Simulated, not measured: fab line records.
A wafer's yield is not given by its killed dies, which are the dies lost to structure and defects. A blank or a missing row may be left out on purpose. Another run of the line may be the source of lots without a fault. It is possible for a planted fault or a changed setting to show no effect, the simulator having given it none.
Which tool did it? / flow gf180mcu / 13 lots with 39 wafers sampled at 4 steps, on a route of 602 steps

## WHAT EACH GAUGE READ, for each wafer
GF_CONTACT_THK_MEAS_26: measures by xrf. Usual: CONTACT_W_THK typically reads 298 nm, with standard deviation 4.6.
lot=L532; measured=day 16 14:18; on=film_metro-03; CONTACT_W_THK (nm)=297 296 300; flag=
lot=L533; measured=day 17 00:35; on=film_metro-04; CONTACT_W_THK (nm)=300 305 299; flag=
lot=L534; measured=day 17 05:29; on=film_metro-03; CONTACT_W_THK (nm)=298 300 302; flag=
lot=L536; measured=day 18 03:41; on=film_metro-04; CONTACT_W_THK (nm)=301 299 299; flag=
lot=L539; measured=day 19 03:10; on=film_metro-04; CONTACT_W_THK (nm)=293 298 300; flag=
lot=L540; measured=day 19 14:43; on=film_metro-03; CONTACT_W_THK (nm)=304 304 307; flag=
lot=L541; measured=day 19 23:25; on=film_metro-03; CONTACT_W_THK (nm)=306 305 301; flag=
lot=L542; measured=day 20 13:49; on=film_metro-03; CONTACT_W_THK (nm)=303 301 310; flag=
lot=L543; measured=day 20 15:53; on=film_metro-04; CONTACT_W_THK (nm)=291 292 292; flag=
lot=L545; measured=day 21 16:20; on=film_metro-01; CONTACT_W_THK (nm)=300 300 295; flag=
lot=L546; measured=day 21 17:06; on=film_metro-03; CONTACT_W_THK (nm)=294 291 294; flag=
lot=L548; measured=day 22 10:11; on=film_metro-04; CONTACT_W_THK (nm)=296 300 300; flag=
lot=L554; measured=day 24 07:10; on=film_metro-01; CONTACT_W_THK (nm)=290 287 288; flag=

GF_V2_THK_MEAS_01. Usual: V2_CVD_00_THK typically reads 598 nm, with standard deviation 7.
lot=L532; measured=day 19 18:19; on=film_metro-04; V2_CVD_00_THK (nm)=599 587 595; flag=
lot=L533; measured=day 20 03:09; on=film_metro-04; V2_CVD_00_THK (nm)=592 596 592; flag=
lot=L534; measured=day 20 10:15; on=film_metro-01; V2_CVD_00_THK (nm)=601 603 597; flag=
lot=L536; measured=day 21 09:31; on=film_metro-01; V2_CVD_00_THK (nm)=594 588 589; flag=
lot=L539; measured=day 22 09:02; on=film_metro-01; V2_CVD_00_THK (nm)=595 592 592; flag=
lot=L540; measured=day 22 19:33; on=film_metro-03; V2_CVD_00_THK (nm)=600 606 593; flag=
lot=L541; measured=day 23 03:38; on=film_metro-04; V2_CVD_00_THK (nm)=610 610 614; flag=
lot=L542; measured=day 23 16:42; on=film_metro-04; V2_CVD_00_THK (nm)=594 589 597; flag=
lot=L543; measured=day 23 18:37; on=film_metro-04; V2_CVD_00_THK (nm)=597 595 580; flag=
lot=L545; measured=day 24 17:07; on=film_metro-03; V2_CVD_00_THK (nm)=715 725 722; flag=OFF
lot=L546; measured=day 24 17:34; on=film_metro-04; V2_CVD_00_THK (nm)=601 594 599; flag=
lot=L548; measured=day 25 10:04; on=film_metro-01; V2_CVD_00_THK (nm)=720 716 720; flag=OFF
lot=L554; measured=day 27 04:23; on=film_metro-01; V2_CVD_00_THK (nm)=594 599 592; flag=

GF_V2_OVL_MEAS_15. Usual: V2_OVL typically reads -2 nm, with standard deviation 5.4.
lot=L532; measured=day 20 19:07; on=overlay-02; V2_OVL (nm)=-8 -13 -5; flag=
lot=L533; measured=day 21 03:27; on=overlay-01; V2_OVL (nm)=-7 -4 -3; flag=
lot=L534; measured=day 21 10:43; on=overlay-01; V2_OVL (nm)=1 2 -3; flag=
lot=L536; measured=day 22 10:10; on=overlay-02; V2_OVL (nm)=5 -7 4; flag=
lot=L539; measured=day 23 08:50; on=overlay-01; V2_OVL (nm)=-2 8 6; flag=
lot=L540; measured=day 23 18:51; on=overlay-01; V2_OVL (nm)=7 -14 -5; flag=
lot=L541; measured=day 24 02:25; on=overlay-02; V2_OVL (nm)=3 0 -3; flag=
lot=L542; measured=day 24 15:19; on=overlay-01; V2_OVL (nm)=0 1 2; flag=
lot=L543; measured=day 24 17:12; on=overlay-02; V2_OVL (nm)=-2 -7 0; flag=
lot=L545; measured=day 25 15:10; on=overlay-02; V2_OVL (nm)=-4 -3 -5; flag=
lot=L546; measured=day 25 15:37; on=overlay-01; V2_OVL (nm)=4 4 -10; flag=
lot=L548; measured=day 26 07:47; on=overlay-02; V2_OVL (nm)=-3 -5 0; flag=
lot=L554; measured=day 28 01:13; on=overlay-02; V2_OVL (nm)=-3 5 -1; flag=

## TOOL THAT RAN EACH LOT (tool first, then ch and the chambers of the sampled wafers, then the start)
lot=L532; GF_V2_CVD_00=hdpcvd-01 ch 0,1,2, day 19 18:14
lot=L533; GF_V2_CVD_00=hdpcvd-01 ch 0,1, day 20 03:04
lot=L534; GF_V2_CVD_00=hdpcvd-02 ch 0,1, day 20 10:10
lot=L536; GF_V2_CVD_00=hdpcvd-01 ch 1,2, day 21 09:26
lot=L539; GF_V2_CVD_00=hdpcvd-01 ch 1,2, day 22 08:58
lot=L540; GF_V2_CVD_00=hdpcvd-01 ch 0,1, day 22 19:26
lot=L541; GF_V2_CVD_00=hdpcvd-02 ch 1,2, day 23 03:33
lot=L542; GF_V2_CVD_00=hdpcvd-01 ch 0,1, day 23 16:38
lot=L543; GF_V2_CVD_00=hdpcvd-01 ch 0,2, day 23 18:32
lot=L545; GF_V2_CVD_00=hdpcvd-01 ch 0,1,2, day 24 17:02
lot=L546; GF_V2_CVD_00=hdpcvd-02 ch 0,2, day 24 17:29
lot=L548; GF_V2_CVD_00=hdpcvd-01 ch 0,1, day 25 09:59
lot=L554; GF_V2_CVD_00=hdpcvd-02 ch 1,2, day 27 04:19
- GF_V2_CVD_00: deposits SiO2, target thk 600 nm, time 100 s.

## WHAT THE TOOLS THEMSELVES READ (means of the sampled wafers that have a number; where no wafer has one, the mark that the record gives instead)
GF_V2_CVD_00. Usual: sih4_flow_sccm 60.01 sccm, standard deviation 0.2.
lot=L532; tool=hdpcvd-01; sih4_flow_sccm (sccm)=59.96; flag=
lot=L533; tool=hdpcvd-01; sih4_flow_sccm (sccm)=60.14; flag=
lot=L534; tool=hdpcvd-02; sih4_flow_sccm (sccm)=60.11; flag=
lot=L536; tool=hdpcvd-01; sih4_flow_sccm (sccm)=60.01; flag=
lot=L539; tool=hdpcvd-01; sih4_flow_sccm (sccm)=59.90; flag=
lot=L540; tool=hdpcvd-01; sih4_flow_sccm (sccm)=59.98; flag=
lot=L541; tool=hdpcvd-02; sih4_flow_sccm (sccm)=60.22; flag=
lot=L542; tool=hdpcvd-01; sih4_flow_sccm (sccm)=59.96; flag=
lot=L543; tool=hdpcvd-01; sih4_flow_sccm (sccm)=59.92; flag=
lot=L545; tool=hdpcvd-01; sih4_flow_sccm (sccm)=71.78; flag=OFF
lot=L546; tool=hdpcvd-02; sih4_flow_sccm (sccm)=59.94; flag=
lot=L548; tool=hdpcvd-01; sih4_flow_sccm (sccm)=72.06; flag=OFF
lot=L554; tool=hdpcvd-02; sih4_flow_sccm (sccm)=59.92; flag=

## THE ANSWER, worked out from the rows above alone
Rule: a lot is off if the mean of its wafers that have a number lies more than 3 standard deviations from the usual mean. A lot without any number at a reading at which 4 lots or more have one is off too. Any other lot the step has rows for is counted as sound. Order of review: gauges by route order, followed by the tools' own readings, for which a lot's mean as printed above is used. The first step at which some lot is off is used, and at that step the reading that is off furthest; a lot without a number counts as furthest.
Off: L545, L548, seen at GF_V2_THK_MEAS_01 (V2_CVD_00_THK).
A tool fits if, at a process step before that reading, it ran every lot that is off, and no sound lot after the first of them. Not tried: the gauges at GF_V2_THK_MEAS_01; whatever is off there is also off at GF_V2_CVD_00, on other tools, and gauge error can't account for it. One fits: hdpcvd-01 at GF_V2_CVD_00. A fault onset in the window from L543 (day 23 18:32, its last sound lot) to L545 (day 24 17:02, its first lot off) fits.
The tool's own readings at GF_V2_CVD_00 bear it out: on the lots that are off they differ by more than 5 times the standard deviation of the sound lots' means. sih4_flow_sccm reads 71.92 sccm there against 60.01 sccm on the sound lots.

## WHAT THE SIMULATOR HAD INSERTED
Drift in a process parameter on hdpcvd-01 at GF_V2_CVD_00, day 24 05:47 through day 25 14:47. Setting sih4_flow_sccm shifted by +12 from 60. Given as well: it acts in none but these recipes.
Struck lots among those shown: L545, L548. The rule above found the same.
